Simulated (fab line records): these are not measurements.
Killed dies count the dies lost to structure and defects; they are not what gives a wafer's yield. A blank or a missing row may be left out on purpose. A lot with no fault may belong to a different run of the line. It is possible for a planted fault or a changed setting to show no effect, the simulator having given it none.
One fault seen from 2 desks / flow gf180mcu / each desk holds nothing but its own numbers, with what lay behind them at the end

== TOOL OWNER'S DESK, implanter-02 ==
The tool's own readings at GF_VT_IMPLANT_IMPLANT_08: means of the sampled wafers that have a number, for each lot that ran on this tool. Any lot whose mean is over 4 standard deviations away from the usual mean is out of limits and marked OUT; that distance is given in the brackets.
Columns: A = dose-ions-cm2 at GF_VT_IMPLANT_IMPLANT_08, usual 8.291e+12; B = faraday-current-uA at GF_VT_IMPLANT_IMPLANT_08, usual 46.8
lot=L986; first seen here=day 5 20:14; A=8.301e+12; B=46.5
lot=L989; first seen here=day 6 14:50; A=8.296e+12; B=47.3
lot=L991; first seen here=day 7 04:18; A=8.295e+12; B=45.8
lot=L997; first seen here=day 8 17:40; A=8.286e+12; B=47.2
lot=L103; first seen here=day 10 07:10; A=8.881e+12 (+69) OUT; B=50.0
lot=L105; first seen here=day 10 19:13; A=8.876e+12 (+69) OUT; B=50.4
This desk finds L103, L105 out of limits, L103 being first, at day 10 07:10 (dose-ions-cm2 at GF_VT_IMPLANT_IMPLANT_08). L986, L989, L991, L997 stayed within limits.

== FROM THE METROLOGY DESK ==
Lot by lot, what the gauges showed, no matter which tool ran the lot: averages of those sampled wafers that carry a number. Any lot whose mean is over 4 standard deviations away from the usual mean is out of limits and marked OUT; that distance is given in the brackets.
Columns: A = STI_OXIDATION_01_THK at GF_STI_THK_MEAS_22, usual 14.9 nm; B = VT_IMPLANT_TW at GF_VT_IMPLANT_TW_MEAS_10, usual 561.8
lot=L986; first seen here=day 2 08:49; A=15.3; B=563.3
lot=L987; first seen here=day 2 13:39; A=14.5; B=563.4
lot=L989; first seen here=day 3 01:14; A=15.2; B=557.7
lot=L991; first seen here=day 3 11:08; A=14.8; B=562.9
lot=L992; first seen here=day 3 17:34; A=14.8; B=555.0
lot=L994; first seen here=day 4 04:03; A=15.2; B=563.0
lot=L997; first seen here=day 4 17:38; A=15.3; B=564.4
lot=L998; first seen here=day 4 23:29; A=15.0; B=561.7
lot=L102; first seen here=day 5 19:02; A=14.8; B=563.2
lot=L103; first seen here=day 6 00:17; A=15.0; B=573.5
lot=L105; first seen here=day 6 11:10; A=14.8; B=575.5 (+4.6) OUT
lot=L108; first seen here=day 7 01:48; A=15.1; B=561.8
Finding of this desk: L105 out of limits, first seen on L105 at day 10 19:28 (VT_IMPLANT_TW at GF_VT_IMPLANT_TW_MEAS_10). L986, L987, L989, L991, L992, L994, L997, L998, L102, L103, L108 stayed within limits.

== BROUGHT TOGETHER ==
An alarm could have come from the tool owner's desk at day 10 07:10, on L103, L105.
The metrology desk could have raised an alarm at day 10 19:28, on L105.
The metrology desk holds a record of L103, inside its limits.
All the named lots went through GF_VT_IMPLANT_IMPLANT_08 on implanter-02.

== WHAT THE SIMULATOR HAD INSERTED ==
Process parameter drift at GF_VT_IMPLANT_IMPLANT_08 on implanter-02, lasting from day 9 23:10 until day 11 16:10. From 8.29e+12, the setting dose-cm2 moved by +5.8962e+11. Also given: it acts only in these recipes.
Struck lots among those shown: L103, L105.
Counting hours from when the fault started, the first reading out of limits came at 8 for the tool owner's desk and at 20 for the metrology desk.
